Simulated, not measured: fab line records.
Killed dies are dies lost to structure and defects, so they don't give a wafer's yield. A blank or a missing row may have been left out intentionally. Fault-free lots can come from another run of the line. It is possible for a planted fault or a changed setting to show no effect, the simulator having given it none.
A struck lot beside a sound one + flow sfq_line + 3 out of 325 route steps
Sound: these wafers, L726.2, L726.3, L726.4. Wafers struck: L729.4, L729.5, L729.6. The cause comes at the end.
Each step with rows lists, per side, the tool, then ch with its chambers, then its first start. Under that, the readings that differ: sound wafers + struck wafers + difference of the means + sigmas: that difference in standard deviations of wafers without a fault.
alike: same words and numbers on both sides, and readings whose means sit less than 2 such deviations apart. not compared: any withheld reading, any reading some wafer has no value for, any bound like >300 that may hide the same value, and any number with overlapping values for which the record gives no deviation.
The two part at a step that has a row with sigmas, a row that says differs or no value, or rows on one side only. Numbers that have no deviation but don't overlap get no sigmas and don't part them. A reading missing from all wafers of one side parts the sides only when that side holds two or more wafers.

SFQ_INCOMING_BOW_MEAS_900:
  sound on film_metro-02 at day 3 22:01; struck on film_metro-02 at day 4 13:04
  alike: INCOMING_BOW
SFQ_TRILAYER_INCOMING_OXIDATION_002: target thk 500 nm, ox time 4939 s.
  sound on furnace-02 ch 0, day 3 22:07; struck on furnace-01, day 4 13:07
  no value came back on the struck wafers for ox_temp_c (C), ox_temp_c_max, zone_power_bottom_pct (%), zone_power_upper_pct (%); on the sound wafers ox_temp_c (C) reads 1000.6 1000.3 1000.1
SFQ_TRILAYER_L0_DEP_SPUTTER_003: material MoNx KI, target thk 40 nm, time 100 s.
  sound on pvd_sputter-06 at day 4 00:29; struck on pvd_sputter-04 at day 4 15:29
  alike: chamber_pressure_pa, throttle_valve_pct

## WHERE THEY PART
Only at SFQ_TRILAYER_INCOMING_OXIDATION_002, within this record. Later steps at which nothing parts them and some readings are alike: SFQ_TRILAYER_L0_DEP_SPUTTER_003.

WHY: the cause the simulator had injected
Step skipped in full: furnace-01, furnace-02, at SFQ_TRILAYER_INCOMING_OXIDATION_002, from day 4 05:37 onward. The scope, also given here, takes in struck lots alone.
